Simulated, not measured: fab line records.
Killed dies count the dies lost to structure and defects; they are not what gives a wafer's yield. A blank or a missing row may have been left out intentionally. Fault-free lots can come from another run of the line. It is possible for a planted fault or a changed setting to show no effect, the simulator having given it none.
Which of the tools did it?    flow sky130    10 lots with 28 wafers sampled at 3 steps, on a route of 708 steps

WHAT EACH GAUGE READ, for each wafer
SKY_VIA4_BOW_MEAS_03. Usual: for VIA4_BOW the level is 81 um and the standard deviation is 8.
lot   measured      on             VIA4_BOW (um)  flag
L104  day 43 05:58  film-metro-01  80 81 85       
L107  day 43 08:41  film-metro-03  81 77 71       
L105  day 43 12:49  film-metro-01  88 82 81       
L103  day 43 13:10  film-metro-04  79 82 93       
L106  day 43 16:04  film-metro-01  76 82 73       
L109  day 43 19:21  film-metro-03  79 89 92       
L108  day 43 23:28  film-metro-03  64 72 88       
L113  day 45 00:06  film-metro-03  73             
L118  day 46 01:18  film-metro-03  92 88 88       
L126  day 48 04:40  film-metro-03  92 82 75       

SKY_PASSIVATION_THK_MEAS_03. Usual: for PASSIVATION_CVD_02_THK the level is 539 nm and the standard deviation is 6.6.
lot   measured      on             PASSIVATION_CVD_02_THK (nm)  flag
L104  day 45 04:04  film-metro-02  537 548 537                  
L107  day 45 06:04  film-metro-02  528 528 542                  
L105  day 45 10:01  film-metro-04  537 534 553                  
L103  day 45 11:26  film-metro-04  544 542 552                  
L106  day 45 14:19  film-metro-01  539 533 538                  
L109  day 45 17:11  film-metro-01  543 551 549                  
L108  day 45 21:11  film-metro-02  548 541 546                  
L113  day 46 21:08  film-metro-04  541                          
L118  day 47 21:46  film-metro-02  530 532 537                  
L126  day 49 19:11  film-metro-02  533 532 540                  

EACH LOT AND THE TOOL THAT RAN IT (in order: tool; ch and the chambers of the sampled wafers; start)
lot   SKY_VIA2_HDPCVD_00
L104  hdpcvd-02 ch 0,1,2, day 36 19:44
L107  hdpcvd-02 ch 0,1,2, day 36 21:16
L105  hdpcvd-02 ch 0,1,2, day 37 02:20
L103  hdpcvd-01 ch 0,1, day 37 02:59
L106  hdpcvd-02 ch 0,1, day 37 05:23
L109  hdpcvd-02 ch 1,2, day 37 12:21
L108  hdpcvd-02 ch 0,1,2, day 37 15:27
L113  hdpcvd-02 ch 2, day 38 19:26
L118  hdpcvd-01 ch 0,1,2, day 40 01:40
L126  hdpcvd-01 ch 0,1,2, day 42 07:23
- SKY_VIA2_HDPCVD_00: deposits SiO2, target thk 1180 nm, time 196.7 s.

WHAT THE TOOLS THEMSELVES READ (means of the sampled wafers that have a number; where no wafer has one, the mark that the record gives instead)
The record holds no such reading with a usual standard deviation.

THE ANSWER, worked out from the rows above alone
Rule: lot off if the mean of its wafers having a number is beyond 3 standard deviations from the usual mean. Also off: a lot with no number at a reading for which 4 or more lots have one. All remaining lots with rows at the step are treated as sound. First the gauges in route order, then the tools' own readings, where a lot's mean is used as printed above. The first step at which some lot is off is used, and at that step the reading that is off furthest; a lot without a number counts as furthest.
No lot is off on any of the readings shown, so nothing can be concluded from this.

WHAT HAD BEEN PUT IN BY THE SIMULATOR
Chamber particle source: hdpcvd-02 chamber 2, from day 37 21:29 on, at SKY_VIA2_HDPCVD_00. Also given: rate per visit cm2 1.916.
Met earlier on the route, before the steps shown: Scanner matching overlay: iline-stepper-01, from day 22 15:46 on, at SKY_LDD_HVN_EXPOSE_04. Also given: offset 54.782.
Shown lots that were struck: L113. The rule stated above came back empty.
